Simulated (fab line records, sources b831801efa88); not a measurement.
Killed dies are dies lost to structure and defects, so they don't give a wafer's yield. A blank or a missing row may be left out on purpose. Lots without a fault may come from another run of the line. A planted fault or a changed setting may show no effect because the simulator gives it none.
One fault seen from 2 desks | flow gf180mcu | each desk has only its own numbers; what lay behind them comes last

THE TOOL OWNER'S DESK: cvd_w-01
The tool's own readings at GF_V1_CVD_23 (deposits W, target thk 350 nm, time 105.05 s): means of the sampled wafers that have a number, for each lot that ran on this tool. A lot is out of limits, marked OUT, if its mean lies more than 4 standard deviations from the usual mean; the brackets give that distance.
Columns: A = heater_power_w at GF_V1_CVD_23, usual 914 W
lot  | first seen here | A
L744 | day 17 19:41    | 887
L745 | day 18 05:56    | 922
L747 | day 19 02:26    | 885
L748 | day 19 12:44    | 918
L757 | day 23 01:32    | 910
L764 | day 25 05:56    | 892
L765 | day 25 16:44    | 917
L766 | day 26 02:20    | 918
L767 | day 26 06:59    | 916
This desk's finding: nothing out of limits on any of the 9 lots.

THE METROLOGY DESK
What the gauges read, lot by lot, whatever tool the lot ran on: means of the sampled wafers that have a number. A lot is out of limits, marked OUT, if its mean lies more than 4 standard deviations from the usual mean; the brackets give that distance.
Columns: A = cd_nm at GF_M1_CD_MEAS_14, usual 229.7 nm; B = cd_nm at GF_V1_CD_MEAS_14, usual 260.3 nm; C = V1_W_RS at GF_V1_RS_MEAS_24, usual 0.3289 ohm/sq; D = V1_W_THK at GF_V1_THK_MEAS_25, usual 357 nm
lot  | first seen here | A     | B     | C                 | D
L744 | day 16 18:07    | 228.9 | 261.2 | 0.3280            | 363
L745 | day 17 04:44    | 232.0 | 257.6 | 0.3332            | 350
L747 | day 18 00:17    | 230.1 | 261.0 | 0.3541 (+8.4) OUT | 329 (-6.5) OUT
L748 | day 18 10:41    | 228.4 | 260.8 | 0.3525 (+7.9) OUT | 331 (-6.0) OUT
L757 | day 21 23:22    | 230.4 | 261.0 | 0.3246            | 363
L759 | day 22 17:08    | 228.6 | 258.4 | 0.3315            | 355
L760 | day 22 21:08    | 229.8 | 260.0 | 0.3277            | 358
L763 | day 24 04:34    | 229.6 | 260.6 | 0.3303            | 351
L764 | day 24 04:46    | 230.3 | 260.0 | 0.3296            | 360
L765 | day 24 17:31    | 230.2 | 260.7 | 0.3312            | 357
L766 | day 25 00:32    | 230.2 | 260.3 | 0.3318            | 358
L767 | day 25 08:49    | 230.7 | 260.4 | 0.3278            | 362
This desk's finding: out of limits on L747, L748; first on L747, day 19 02:34 (V1_W_RS at GF_V1_RS_MEAS_24). In limits: L744, L745, L757, L759, L760, L763, L764, L765, L766, L767.

PUT TOGETHER
The metrology desk could have raised an alarm at day 19 02:34, on L747, L748.
The tool owner's desk saw nothing out of limits.
The tool owner's desk has L747, L748 on record, within its limits.
Of the lots named, all ran GF_V1_CVD_23 on cvd_w-01.

WHAT THE SIMULATOR HAD PUT IN
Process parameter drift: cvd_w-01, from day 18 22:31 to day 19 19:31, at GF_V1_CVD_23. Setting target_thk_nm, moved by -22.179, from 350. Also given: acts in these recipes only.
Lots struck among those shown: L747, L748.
Hours from the fault's start to each desk's first reading out of limits: the metrology desk, 4.
